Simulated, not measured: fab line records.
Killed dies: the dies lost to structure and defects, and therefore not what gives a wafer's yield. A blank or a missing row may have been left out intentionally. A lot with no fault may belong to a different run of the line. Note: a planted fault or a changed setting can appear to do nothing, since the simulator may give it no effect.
One fault through the eyes of 2 desks | flow gf180mcu | each desk has only its own numbers; what lay behind them comes last

## DESK OF THE TOOL OWNER: implanter-03
GF_HV_LDD_IMPLANT_09, tool's own readings: per-lot mean of the sampled wafers with a number, covering each lot this tool ran. Any lot whose mean is over 4 standard deviations away from the usual mean is out of limits and marked OUT; that distance is given in the brackets.
Columns: A = dose_ions_cm2 at GF_HV_LDD_IMPLANT_09, usual 1e+14; B = tilt_deg at GF_HV_LDD_IMPLANT_09, usual 6.999 degrees
lot  | first seen here | A     | B
L810 | day 11 15:10    | 1e+14 | 7.000
L812 | day 12 07:59    | 1e+14 | 7.004
L813 | day 12 15:28    | 1e+14 | 7.002
L815 | day 13 03:06    | 1e+14 | 0.034 (-99 or more) OUT
L816 | day 13 06:56    | 1e+14 | -0.023 (-99 or more) OUT
L826 | day 16 15:25    | 1e+14 | 7.008
L827 | day 16 18:01    | 1e+14 | 6.972
L828 | day 17 06:51    | 1e+14 | 7.002
This desk's finding: out of limits on L815, L816; first on L815, day 13 03:06 (tilt_deg at GF_HV_LDD_IMPLANT_09). Within limits: L810, L812, L813, L826, L827, L828.

## METROLOGY DESK
Means of the sampled wafers that have a number, per lot and without regard to the tool the lot ran on: this is what the gauges read. Any lot whose mean is over 4 standard deviations away from the usual mean is out of limits and marked OUT; that distance is given in the brackets.
Columns: A = cd_nm at GF_POLY_GATE_CD_MEAS_10, usual 280.2 nm; B = POLY_GATE_OVL at GF_POLY_GATE_OVL_MEAS_11, usual 1 nm; C = cd_nm at GF_POLY_GATE_CD_MEAS_18, usual 280.6 nm; D = HV_LDD_TW at GF_HV_LDD_TW_MEAS_11, usual 2430; E = HV_LDD_RS at GF_HV_LDD_RS_MEAS_53, usual 418.3 ohm/sq
lot  | first seen here | A     | B  | C     | D              | E
L805 | day 9 03:49     | 281.6 | 1  | 281.9 | 2439           | 418.9
L809 | day 10 17:56    | 279.5 | -0 | 280.7 | 2445           | 416.9
L810 | day 10 18:43    | 280.2 | -4 | 280.9 | 2411           | 419.1
L812 | day 11 10:40    | 280.7 | 5  | 280.4 | 2433           | 416.5
L813 | day 11 18:23    | 278.9 | -2 | 279.1 | 2463           | 418.6
L814 | day 12 02:50    | 279.7 | -7 | 280.4 | 2405           | 418.3
L815 | day 12 05:16    | 279.1 | -5 | 280.4 | 2211 (-12) OUT | 395.8 (-25) OUT
L816 | day 12 09:29    | 279.5 | 7  | 280.1 | 2221 (-12) OUT | 395.0 (-26) OUT
L817 | day 12 21:29    | 280.9 | -4 | 281.5 | 2438           | 419.5
L825 | day 15 05:17    | 280.0 | 1  | 281.4 | 2401           | 418.5
L826 | day 15 15:02    | 279.5 | -0 | 279.0 | 2423           | 417.5
L827 | day 15 17:34    | 278.7 | 1  | 278.8 | 2440           | 418.6
L828 | day 16 06:19    | 280.4 | 5  | 279.4 | 2414           | 418.7
This desk's result: L815, L816 out of limits, first on L815 (HV_LDD_TW at GF_HV_LDD_TW_MEAS_11), day 13 03:21. Within limits: L805, L809, L810, L812, L813, L814, L817, L825, L826, L827, L828.

## PUT TOGETHER
The tool owner's desk had the chance to raise an alarm at day 13 03:06 on L815, L816.
Metrology desk: alarm possible at day 13 03:21 on L815, L816.
GF_HV_LDD_IMPLANT_09 was run on implanter-03 by each of the lots named.

## WHAT THE SIMULATOR HAD INSERTED
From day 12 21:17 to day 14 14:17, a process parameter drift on implanter-03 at GF_HV_LDD_IMPLANT_09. Setting tilt_deg shifted by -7 from 7. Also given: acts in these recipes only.
Lots struck among those shown: L815, L816.
Time in hours from fault onset to the first out-of-limits reading at each desk: tool owner's desk 6, metrology desk 6.
